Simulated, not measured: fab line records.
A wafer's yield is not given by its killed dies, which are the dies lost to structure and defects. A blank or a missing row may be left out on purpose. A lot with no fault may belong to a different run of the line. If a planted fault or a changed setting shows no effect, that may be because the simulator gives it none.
Matching of chambers + flow sky130 + SKY_FIELD_ISO_CMP_27 on cmp-02: 4 sister chambers
The step polishes, stops on Si3N4, t overpolish 16 s, target thk 457.8 nm. 4 wafers are shown with their chamber, then 10 later ones without.

== WAFERS, EACH WITH ITS CHAMBER ==
| wafer  | chamber | motor-current-A (A) |
|--------|---------|---------------------|
| L863.5 | 0       | 11.4                |
| L864.3 | 1       | 13.3                |
| L865.2 | 2       | 11.7                |
| L865.5 | 3       | 11.7                |

== WAFERS MISSING THEIR CHAMBER ==
| wafer  | motor-current-A (A) |
|--------|---------------------|
| L866.5 | 13.6                |
| L866.6 | 11.8                |
| L867.1 | 12.1                |
| L867.5 | 11.2                |
| L868.1 | 12.1                |
| L868.5 | 12.8                |
| L868.6 | 11.3                |
| L880.1 | 12.0                |
| L880.3 | 12.2                |
| L880.5 | 13.5                |

== EACH ONE'S CHAMBER ==
| wafer  | from the rows above               | in truth |
|--------|-----------------------------------|----------|
| L866.5 | 1                                 | 1        |
| L866.6 | can't be placed: 2 or 3 or 0      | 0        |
| L867.1 | can't be placed: 2 or 3 or 0      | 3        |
| L867.5 | can't be placed: 0 or 2 or 3      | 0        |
| L868.1 | can't be placed: 2 or 3 or 0      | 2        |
| L868.5 | can't be placed: 1 or 2 or 3      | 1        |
| L868.6 | can't be placed: 0 or 2 or 3      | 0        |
| L880.1 | can't be placed: 2 or 3 or 0      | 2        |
| L880.3 | can't be placed: 2 or 3 or 0 or 1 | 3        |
| L880.5 | 1                                 | 1        |
Correctly placed: 2 of 10. Can't be placed from these rows: 8 (the true chamber is among the candidates in 8). 0 placed wrongly.
How it was worked out, from the rows above alone: a wafer's distance from a chamber is the root of the sum, over the readings, of the square of ((its reading less the chamber's mean) divided by the reading's scatter). The wafer belongs to the nearest chamber; if the next one is less than 2 further off, it can't be placed. For every chamber, the mean is computed from those of its wafers that are shown. The scatter: with one shown wafer a chamber, the root of the mean of the squares of how far each hidden wafer lies from its nearest shown one.
